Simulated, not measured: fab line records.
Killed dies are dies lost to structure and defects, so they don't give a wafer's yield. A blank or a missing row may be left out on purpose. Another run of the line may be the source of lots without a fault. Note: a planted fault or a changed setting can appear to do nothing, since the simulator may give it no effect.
A struck lot beside a sound one + flow sky130 + 21 out of 708 route steps
Sound: these wafers, L718.2, L718.3, L718.6. Struck: wafers L727.1, L727.6. (L727.5 of the same lot was not struck and is left out.) The cause comes at the end.
Order at every step that has rows: each side's tool, ch and its chambers, its first start. Under that, the readings that differ: sound wafers + struck wafers + difference of the means + sigmas: that difference in standard deviations of wafers without a fault.
alike: readings whose means differ by less than 2 such deviations, and words and numbers that are the same on both sides. not compared: withheld readings, readings that some wafer has no value for, bounds like >300 that may hide the same value, and numbers for which the record gives no deviation and whose values overlap.
The two part at a step that has a row with sigmas, a row that says differs or no value, or rows on one side only. Numbers that don't overlap but have no deviation are shown without sigmas and don't part them. A reading missing from all wafers of one side parts the sides only when that side holds two or more wafers.

first, 4 steps without rows for these wafers: SKY_METAL2_STRIP_21 (strips in post etch residue remover, time 1200 s); SKY_METAL2_CLEAN_22 (cleans in IPA, time 180 s); SKY_METAL2_CLEAN_23 (cleans in O3/DIW); SKY_VIA2_HDPCVD_00 (deposits SiO2, target thk 1180 nm, time 196.7 s).
SKY_VIA2_THK_MEAS_01:
  sound on film_metro-04, day 37 21:14; struck on film_metro-04, day 43 20:49
  alike: VIA2_HDPCVD_THK
SKY_VIA2_CMP_02: polishes SiO2.
  sound on cmp-01 ch 1,2,3, day 37 21:20; struck on cmp-01 ch 1,3, day 43 20:58
  alike: motor_current_A, platen_rpm, slurry_filter_dp_kPa
SKY_VIA2_BOW_MEAS_03:
  sound on film_metro-02, day 37 21:37; struck on film_metro-02, day 43 21:13
  alike: VIA2_BOW
then, 5 steps without rows for these wafers: SKY_VIA2_DEHYDRATE_04 (time 60 s); SKY_VIA2_HMDS_05 (prime time 60 s); SKY_VIA2_COAT_06 (resist thk 60 nm); SKY_VIA2_COAT_07 (resist thk 450 nm); SKY_VIA2_SOFTBAKE_08 (time 90 s).
SKY_VIA2_EXPOSE_09: exposes mask VIM2, target cd 200 nm.
  sound on krf_scanner-01 ch 0, day 38 10:55; struck on krf_scanner-01 ch 0, day 44 09:27
  alike: mask
then, 2 steps without rows for these wafers: SKY_VIA2_PEB_10; SKY_VIA2_DEVELOP_11 (develop time 60 s).
SKY_VIA2_CD_MEAS_12 targets a cd of 200 nm.
  sound on cd_sem-02, day 38 23:53; struck on cd_sem-02, day 44 21:31
| reading    | sound             | struck      | difference | sigmas |
|------------|-------------------|-------------|------------|--------|
| cd_nm (nm) | 201.7 199.1 200.6 | 164.8 166.6 | -34.8      | -27    |
  not compared: hold
SKY_VIA2_OVL_MEAS_13:
  sound on overlay-01, day 39 00:00; struck on overlay-01, day 44 23:45
| reading | sound | struck                                            | difference                   | sigmas |
|---------|-------|---------------------------------------------------|------------------------------|--------|
| hold    | - - - | await_dispo/2.1h/release await_dispo/2.1h/release | no value on the sound wafers |        |
  alike: VIA2_OVL
SKY_VIA2_ETCH_14: etches BARC in N2/H2, stops on SiO2, time 45.9 s, target depth 60 nm.
  sound on rie_diel-03 ch 0,2,3, day 39 00:02; struck on rie_diel-02 ch 1,3, day 44 23:47
| reading               | sound             | struck      | difference | sigmas |
|-----------------------|-------------------|-------------|------------|--------|
| model.VIA2.cd_nm (nm) | 202.5 200.3 200.3 | 165.7 165.7 | -35.3      |        |
  alike: drypump_motor_current_A, oes_product_au, throttle_valve_pct
  not compared: rf_hours_counter_h
SKY_VIA2_ETCH_15: etches SiO2 in C4F8/O2/Ar, stops on TiN, target depth 546 nm, time 84 s.
  sound on rie_diel-03 ch 0,2,3, day 39 00:04; struck on rie_diel-02 ch 1,3, day 44 23:50
| reading               | sound           | struck      | difference | sigmas |
|-----------------------|-----------------|-------------|------------|--------|
| model.VIA2.cd_nm (nm) | 204.2 203 198.5 | 166.9 168.6 | -34.2      |        |
  alike: oes_product_au
  not compared: rf_hours_counter_h
SKY_VIA2_STRIP_16: strips in O2/N2.
  sound on plasma_asher-01 ch 0,1, day 39 00:08; struck on plasma_asher-01 ch 0,1, day 44 23:53
  alike: drypump_motor_current_A, oes_product_au, strip_time_to_endpoint_s
  not compared: rf_hours_counter_h
-- the record jumps here: 8 days lie between the struck wafers' starts before and after (it left off in module VIA2 and takes up again in module PAD_OPEN, whose first step shown is number 708 of the route) --
SKY_PAD_OPEN_PROBE_99:
  sound on prober-02, day 48 11:39; struck on prober-02, day 52 15:23
| reading                  | sound          | struck                                            | difference                   | sigmas |
|--------------------------|----------------|---------------------------------------------------|------------------------------|--------|
| hold                     | - - -          | await_dispo/9.2h/release await_dispo/9.2h/release | no value on the sound wafers |        |
| defect_limited_yield (%) | 83.7 81.3 82.7 | 50.6 56.7                                         | -28.9                        | -16    |
| killed_at_M0_to_M3       | 41 42 41       | 208 172                                           | +149                         | +24    |
| killed_dies              | 80 92 85       | 243 213                                           | +142                         | +16    |
| killed_on_rim            | 14 21 18       | 80 70                                             | +57                          | +15    |
| sort_bin_5_function (%)  | 8.7 10.6 10.2  | 42.9 35.8                                         | +29.5                        | +21    |
| sort_n_pass              | 412 400 407    | 249 279                                           | -142                         | -16    |
| sort_yield_pct (%)       | 83.7 81.3 82.7 | 50.6 56.7                                         | -28.9                        | -16    |
  alike: killed_at_M4_up, killed_at_contacts, killed_at_front_end, killed_at_other, killed_open, killed_short, sort_bin_3_pad_short, sort_bin_6_memory

## WHERE THEY PART
At SKY_VIA2_CD_MEAS_12 first; at SKY_PAD_OPEN_PROBE_99 last (within this record only).

WHY: what had been put in by the simulator
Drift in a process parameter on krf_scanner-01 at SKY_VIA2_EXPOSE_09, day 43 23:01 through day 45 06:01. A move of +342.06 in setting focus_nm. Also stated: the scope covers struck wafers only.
